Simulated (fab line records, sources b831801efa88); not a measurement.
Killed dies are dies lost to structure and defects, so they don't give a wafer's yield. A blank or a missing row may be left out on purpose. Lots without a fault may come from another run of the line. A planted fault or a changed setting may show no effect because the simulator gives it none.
Tool commonality check | flow gf180mcu | 14 lots, 42 wafers sampled

WHY IT WAS OPENED
At GF_VT_IMPLANT_RS_MEAS_47 the reading NWELL_RS is flagged on 2 of 14 lots. Wafers without a fault read 487.7 ohm/sq, standard deviation 1.1.
Rule: a lot is flagged when every wafer of it that has a number lies more than 4 standard deviations from that mean, or none has a number. The other lots count as sound.

lot  | measured     | on            | NWELL_RS (ohm/sq), wafer by wafer | flag
L845 | day 7 19:26  | film_metro-04 | 487.0 488.9 486.5                 |
L846 | day 8 02:19  | film_metro-04 | 487.3 486.7 487.5                 |
L847 | day 8 07:14  | film_metro-04 | 485.9 486.3 486.9                 |
L848 | day 8 13:58  | film_metro-02 | 488.6 488.9 488.6                 |
L850 | day 9 05:26  | film_metro-03 | 488.0 488.5 486.9                 |
L851 | day 9 13:32  | film_metro-02 | 487.1 487.6 487.7                 |
L855 | day 10 16:41 | film_metro-04 | 497.4 497.0 496.7                 | FLAGGED
L856 | day 10 22:40 | film_metro-02 | 487.3 487.1 487.0                 |
L857 | day 11 04:04 | film_metro-02 | 498.1 497.9 498.8                 | FLAGGED
L858 | day 11 09:18 | film_metro-02 | 487.1 486.1 486.2                 |
L860 | day 12 00:10 | film_metro-04 | 488.7 490.2 489.5                 |
L861 | day 12 05:45 | film_metro-03 | 488.1 490.0 489.7                 |
L862 | day 12 12:58 | film_metro-02 | 488.1 487.3 488.9                 |
L866 | day 13 19:34 | film_metro-03 | 488.6 487.6 489.0                 |
The numbers of the flagged lots are 497.6 ohm/sq on average: +9.9 ohm/sq against the usual, or +9 standard deviations.

WHICH TOOL RAN EACH LOT
The record holds 1 process step before the reading, out of a route of 602 steps. In each cell: the tool, then ch and the chambers that the sampled wafers went through, then the start.
lot  | flag    | GF_NWELL_IMPLANT_08
L845 |         | implanter-02 ch 0, day 3 13:42
L846 |         | implanter-04 ch 0, day 3 17:40
L847 |         | implanter-01 ch 0, day 3 23:10
L848 |         | implanter-04 ch 0, day 4 05:02
L850 |         | implanter-04 ch 0, day 4 16:07
L851 |         | implanter-02 ch 0, day 4 22:02
L855 | FLAGGED | implanter-04 ch 0, day 5 21:27
L856 |         | implanter-02 ch 0, day 6 02:33
L857 | FLAGGED | implanter-04 ch 0, day 6 07:01
L858 |         | implanter-02 ch 0, day 6 11:32
L860 |         | implanter-02 ch 0, day 6 22:13
L861 |         | implanter-01 ch 0, day 7 03:14
L862 |         | implanter-01 ch 0, day 7 08:52
L866 |         | implanter-02 ch 0, day 8 09:22
What these steps do:
- GF_NWELL_IMPLANT_08
- GF_VT_IMPLANT_RS_MEAS_47: measures by four-point-probe.

FLAGGED OVER TOTAL, TOOL BY TOOL (the gauges that took the reading come last)
step                     | tool          | lots run | flagged | share of the flagged lots | sound lots run after its first flagged lot
GF_NWELL_IMPLANT_08      | implanter-01  | 3        | 0       | none                      | -
GF_NWELL_IMPLANT_08      | implanter-02  | 6        | 0       | none                      | -
GF_NWELL_IMPLANT_08      | implanter-04  | 5        | 2       | all                       | 0
GF_VT_IMPLANT_RS_MEAS_47 | film_metro-02 | 6        | 1       | some                      | 2 (L858,L862)
GF_VT_IMPLANT_RS_MEAS_47 | film_metro-03 | 3        | 0       | none                      | -
GF_VT_IMPLANT_RS_MEAS_47 | film_metro-04 | 5        | 1       | some                      | 1 (L860)

WHAT THE TABLE ALLOWS
1 row of the table ran every flagged lot: implanter-04 at GF_NWELL_IMPLANT_08.
- implanter-04 at GF_NWELL_IMPLANT_08: 2 of its 5 lots flagged. Its last sound lot is L850 (day 4 16:07), its first flagged lot L855 (day 5 21:27): a fault that began between those two fits. Its own readings lie more than 4 standard deviations out on every wafer of the flagged lots: beam_energy_keV.
One tool is left: implanter-04 at GF_NWELL_IMPLANT_08.

WHAT THE SIMULATOR HAD PUT IN
Process parameter drift: implanter-04, from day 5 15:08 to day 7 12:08, at GF_NWELL_IMPLANT_08. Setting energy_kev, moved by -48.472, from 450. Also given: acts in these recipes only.
Lots struck among those shown: L855, L857. The rule above found the same.
